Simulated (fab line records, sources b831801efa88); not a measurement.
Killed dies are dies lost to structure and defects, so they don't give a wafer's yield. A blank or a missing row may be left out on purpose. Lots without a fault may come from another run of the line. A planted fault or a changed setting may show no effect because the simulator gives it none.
Chamber matching | flow sky130 | SKY_VIA2_CMP_02 on cmp-02: 4 sister chambers
The step polishes SiO2. 8 wafers are shown with their chamber, then 8 later ones without.

WAFERS WITH THEIR CHAMBER
wafer  | chamber | motor_current_A (A)
L332.1 | 0       | 13.7
L340.5 | 1       | 13.0
L341.3 | 1       | 12.6
L341.5 | 0       | 13.5
L345.2 | 2       | 10.8
L345.3 | 3       | 13.5
L345.5 | 3       | 13.1
L346.3 | 2       | 10.9

WAFERS WITHOUT THEIR CHAMBER
wafer  | motor_current_A (A)
L346.4 | 13.4
L346.6 | 13.6
L348.2 | 13.0
L348.3 | 10.9
L348.6 | 12.6
L347.1 | 13.1
L347.3 | 11.7
L347.4 | 12.9

WHICH CHAMBER EACH WENT THROUGH
wafer  | from the rows above          | in truth
L346.4 | can't be placed: 3 or 0      | 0
L346.6 | can't be placed: 0 or 3      | 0
L348.2 | can't be placed: 1 or 3 or 0 | 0
L348.3 | 2                            | 2
L348.6 | 1                            | 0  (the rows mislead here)
L347.1 | can't be placed: 3 or 1 or 0 | 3
L347.3 | can't be placed: 2 or 1      | 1
L347.4 | can't be placed: 1 or 3      | 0
Placed correctly: 1 of 8. Can't be placed from these rows: 6 (the true chamber is among the candidates in 5). Placed wrongly: 1.
How it was worked out, from the rows above alone: a wafer's distance from a chamber is the root of the sum, over the readings, of the square of ((its reading less the chamber's mean) divided by the reading's scatter). The wafer belongs to the nearest chamber; if the next one is less than 2 further off, it can't be placed. A chamber's mean is the mean of its shown wafers. The scatter: the root of (the sum of the squares of (reading less its chamber's mean) over the shown wafers, divided by (wafers less chambers)).
